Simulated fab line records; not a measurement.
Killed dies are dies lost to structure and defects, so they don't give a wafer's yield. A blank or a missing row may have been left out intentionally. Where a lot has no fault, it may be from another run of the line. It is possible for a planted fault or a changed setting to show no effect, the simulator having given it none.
Which tool is to blame? / flow gf180mcu / Sampling: 12 lots, 36 wafers, 5 of 602 route steps

## WHAT THE GAUGES READ, wafer by wafer
GF_LVPWELL_OVL_MEAS_07. Usual: LVPWELL_OVL gives 0.7 nm (standard deviation 1.4).
lot=L977; measured=day 4 00:11; on=overlay-01; LVPWELL_OVL (nm)=-0.3 -0.7 -0.2; flag=
lot=L979; measured=day 4 07:35; on=overlay-01; LVPWELL_OVL (nm)=2.4 1.5 2.8; flag=
lot=L981; measured=day 4 22:00; on=overlay-02; LVPWELL_OVL (nm)=1.0 0.2 0.4; flag=
lot=L982; measured=day 5 00:23; on=overlay-02; LVPWELL_OVL (nm)=-1.4 -0.1 -0.5; flag=
lot=L983; measured=day 5 06:47; on=overlay-01; LVPWELL_OVL (nm)=3.1 1.8 2.2; flag=
lot=L985; measured=day 5 17:50; on=overlay-02; LVPWELL_OVL (nm)=0.5 -0.3 2.4; flag=
lot=L987; measured=day 6 06:11; on=overlay-02; LVPWELL_OVL (nm)=3.2 2.3 1.6; flag=
lot=L990; measured=day 7 00:14; on=overlay-02; LVPWELL_OVL (nm)=2.6 2.0 2.2; flag=
lot=L991; measured=day 7 03:14; on=overlay-02; LVPWELL_OVL (nm)=0.4 0.3 -0.7; flag=
lot=L993; measured=day 7 13:47; on=overlay-01; LVPWELL_OVL (nm)=0.8 0.1 -0.3; flag=
lot=L999; measured=day 9 04:05; on=overlay-01; LVPWELL_OVL (nm)=-0.4 1.0 0.6; flag=
lot=L100; measured=day 9 11:05; on=overlay-02; LVPWELL_OVL (nm)=0.3 -0.3 -1.3; flag=

GF_VT_IMPLANT_OVL_MEAS_07. Usual: VT_IMPLANT_OVL gives -1.2 nm (standard deviation 1.4).
lot=L977; measured=day 5 18:45; on=overlay-02; VT_IMPLANT_OVL (nm)=-3.7 -2.7 -1.7; flag=
lot=L979; measured=day 6 03:59; on=overlay-01; VT_IMPLANT_OVL (nm)=-1.2 -0.2 -2.4; flag=
lot=L981; measured=day 6 18:35; on=overlay-01; VT_IMPLANT_OVL (nm)=-0.2 -0.7 -1.7; flag=
lot=L982; measured=day 6 19:46; on=overlay-01; VT_IMPLANT_OVL (nm)=-1.1 -0.4 -3.0; flag=
lot=L983; measured=day 7 04:14; on=overlay-01; VT_IMPLANT_OVL (nm)=-1.8 -3.1 0.2; flag=
lot=L985; measured=day 7 14:20; on=overlay-02; VT_IMPLANT_OVL (nm)=-2.4 -2.1 -1.4; flag=
lot=L987; measured=day 8 05:54; on=overlay-02; VT_IMPLANT_OVL (nm)=-1.3 -2.2 -1.8; flag=
lot=L990; measured=day 9 00:26; on=overlay-01; VT_IMPLANT_OVL (nm)=-1.6 -1.9 -0.8; flag=
lot=L991; measured=day 9 04:41; on=overlay-01; VT_IMPLANT_OVL (nm)=-0.9 -2.3 -1.4; flag=
lot=L993; measured=day 9 15:13; on=overlay-01; VT_IMPLANT_OVL (nm)=-2.0 -2.8 -1.7; flag=
lot=L999; measured=day 11 11:29; on=overlay-01; VT_IMPLANT_OVL (nm)=-1.9 -0.3 -0.8; flag=
lot=L100; measured=day 11 17:47; on=overlay-02; VT_IMPLANT_OVL (nm)=-0.8 -0.5 0.0; flag=

GF_HV_LDD_TW_MEAS_38. Usual: HV_LDD_3_TW gives 1444 (standard deviation 6.3).
lot=L977; measured=day 11 14:05; on=film-metro-03; HV_LDD_3_TW=1446 1433 1440; flag=
lot=L979; measured=day 12 10:08; on=film-metro-04; HV_LDD_3_TW=1452 1440 1442; flag=
lot=L981; measured=day 13 05:16; on=film-metro-04; HV_LDD_3_TW=1449 1447 1448; flag=
lot=L982; measured=day 13 04:20; on=film-metro-04; HV_LDD_3_TW=1445 1452 1452; flag=
lot=L983; measured=day 13 16:02; on=film-metro-03; HV_LDD_3_TW=1434 1447 1444; flag=
lot=L985; measured=day 13 23:34; on=film-metro-01; HV_LDD_3_TW=1442 1442 1442; flag=
lot=L987; measured=day 14 21:00; on=film-metro-01; HV_LDD_3_TW=1441 1451 1447; flag=
lot=L990; measured=day 15 19:33; on=film-metro-01; HV_LDD_3_TW=1525 1524 1526; flag=OFF
lot=L991; measured=day 16 03:47; on=film-metro-04; HV_LDD_3_TW=1442 1447 1443; flag=
lot=L993; measured=day 16 17:48; on=film-metro-03; HV_LDD_3_TW=1527 1528 1525; flag=OFF
lot=L999; measured=day 19 01:44; on=film-metro-01; HV_LDD_3_TW=1441 1441 1438; flag=
lot=L100; measured=day 19 10:22; on=film-metro-01; HV_LDD_3_TW=1434 1443 1438; flag=

GF_HV_LDD_RS_MEAS_53: measures by four-point-probe. Usual: HV_LDD_RS gives 418.6 ohm/sq (standard deviation 0.91).
lot=L977; measured=day 12 10:12; on=film-metro-03; HV_LDD_RS (ohm/sq)=417.5 418.6 418.3; flag=
lot=L979; measured=day 13 06:16; on=film-metro-04; HV_LDD_RS (ohm/sq)=418.9 417.2 418.5; flag=
lot=L981; measured=day 14 01:59; on=film-metro-03; HV_LDD_RS (ohm/sq)=416.9 417.4 417.0; flag=
lot=L982; measured=day 14 01:04; on=film-metro-01; HV_LDD_RS (ohm/sq)=419.7 418.6 419.2; flag=
lot=L983; measured=day 14 13:41; on=film-metro-01; HV_LDD_RS (ohm/sq)=418.9 418.3 417.8; flag=
lot=L985; measured=day 14 20:32; on=film-metro-01; HV_LDD_RS (ohm/sq)=418.9 419.2 419.0; flag=
lot=L987; measured=day 15 19:11; on=film-metro-04; HV_LDD_RS (ohm/sq)=419.6 420.3 420.5; flag=
lot=L990; measured=day 16 18:56; on=film-metro-04; HV_LDD_RS (ohm/sq)=404.2 403.7 404.3; flag=OFF
lot=L991; measured=day 17 02:23; on=film-metro-03; HV_LDD_RS (ohm/sq)=418.0 417.6 417.1; flag=
lot=L993; measured=day 17 17:17; on=film-metro-04; HV_LDD_RS (ohm/sq)=403.4 402.9 403.9; flag=OFF
lot=L999; measured=day 20 02:19; on=film-metro-03; HV_LDD_RS (ohm/sq)=419.4 418.9 418.1; flag=
lot=L100; measured=day 20 11:17; on=film-metro-01; HV_LDD_RS (ohm/sq)=418.1 419.2 419.3; flag=

## EACH LOT AND THE TOOL THAT RAN IT (in order: tool; ch and the chambers of the sampled wafers; start)
lot=L977; GF_HV_LDD_IMPLANT_35=implanter-01 ch 0, day 11 13:43
lot=L979; GF_HV_LDD_IMPLANT_35=implanter-01 ch 0, day 12 09:44
lot=L981; GF_HV_LDD_IMPLANT_35=implanter-02 ch 0, day 13 04:53
lot=L982; GF_HV_LDD_IMPLANT_35=implanter-01 ch 0, day 13 03:56
lot=L983; GF_HV_LDD_IMPLANT_35=implanter-04 ch 0, day 13 15:38
lot=L985; GF_HV_LDD_IMPLANT_35=implanter-02 ch 0, day 13 23:10
lot=L987; GF_HV_LDD_IMPLANT_35=implanter-01 ch 0, day 14 20:38
lot=L990; GF_HV_LDD_IMPLANT_35=implanter-01 ch 0, day 15 19:10
lot=L991; GF_HV_LDD_IMPLANT_35=implanter-04 ch 0, day 16 03:23
lot=L993; GF_HV_LDD_IMPLANT_35=implanter-01 ch 0, day 16 17:25
lot=L999; GF_HV_LDD_IMPLANT_35=implanter-04 ch 0, day 19 01:20
lot=L100; GF_HV_LDD_IMPLANT_35=implanter-04 ch 0, day 19 09:59
- GF_HV_LDD_IMPLANT_35

## AS READ BY THE TOOLS THEMSELVES (means over the sampled wafers that have a number; for cases with no such wafer, the mark the record gives instead)
GF_HV_LDD_IMPLANT_35. Usual: dose-ions-cm2 7.501e+12, standard deviation 8e+09; faraday-current-uA 42.4, standard deviation 0.88.
lot=L977 tool=implanter-01 dose-ions-cm2=7.497e+12 faraday-current-uA=41.6 flag=
lot=L979 tool=implanter-01 dose-ions-cm2=7.502e+12 faraday-current-uA=43.2 flag=
lot=L981 tool=implanter-02 dose-ions-cm2=7.505e+12 faraday-current-uA=42.7 flag=
lot=L982 tool=implanter-01 dose-ions-cm2=7.496e+12 faraday-current-uA=42.9 flag=
lot=L983 tool=implanter-04 dose-ions-cm2=7.508e+12 faraday-current-uA=41.7 flag=
lot=L985 tool=implanter-02 dose-ions-cm2=7.498e+12 faraday-current-uA=42.2 flag=
lot=L987 tool=implanter-01 dose-ions-cm2=7.495e+12 faraday-current-uA=42.1 flag=
lot=L990 tool=implanter-01 dose-ions-cm2=1.326e+13 faraday-current-uA=74.5 flag=OFF
lot=L991 tool=implanter-04 dose-ions-cm2=7.497e+12 faraday-current-uA=42.3 flag=
lot=L993 tool=implanter-01 dose-ions-cm2=1.326e+13 faraday-current-uA=72.4 flag=OFF
lot=L999 tool=implanter-04 dose-ions-cm2=7.512e+12 faraday-current-uA=42.0 flag=
lot=L100 tool=implanter-04 dose-ions-cm2=7.509e+12 faraday-current-uA=42.3 flag=

## THE ANSWER, worked out from the rows above alone
Rule: take the mean of a lot's wafers that have a number; if it is more than 3 standard deviations from the usual mean, the lot is off. A lot without any number at a reading at which 4 lots or more have one is off too. Where the step has rows for the other lots, those lots are counted as sound. After the gauges, taken in route order, come the tools' own readings; for these a lot's mean is taken, as printed above. At the first step where some lot is off, the reading lying furthest off is the one used; lots without a number count as furthest.
Off: L990, L993, at GF_HV_LDD_TW_MEAS_38 (HV_LDD_3_TW).
A tool fits if, at a process step before that reading, it ran every lot that is off, and no sound lot after the first of them. Not tried: the gauges at GF_HV_LDD_TW_MEAS_38; whatever is off there is also off at GF_HV_LDD_RS_MEAS_53, on other tools, and gauge error can't account for it. One fits: GF_HV_LDD_IMPLANT_35 on implanter-01. Its last sound lot is L987 (day 14 20:38), its first lot that is off L990 (day 15 19:10): a fault that began between those two fits.
The tool's own readings at GF_HV_LDD_IMPLANT_35 bear it out: on the lots that are off they differ by more than 5 times the standard deviation of the sound lots' means. dose-ions-cm2 reads 1.326e+13 there against 7.502e+12 on the sound lots; faraday-current-uA reads 73.5 there against 42.3 on the sound lots.

## WHAT THE SIMULATOR HAD PUT IN
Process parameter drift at GF_HV_LDD_IMPLANT_35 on implanter-01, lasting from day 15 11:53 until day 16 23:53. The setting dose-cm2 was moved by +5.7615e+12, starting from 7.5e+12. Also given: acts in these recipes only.
Shown lots that were struck: L990, L993. The rule above reached the same finding.
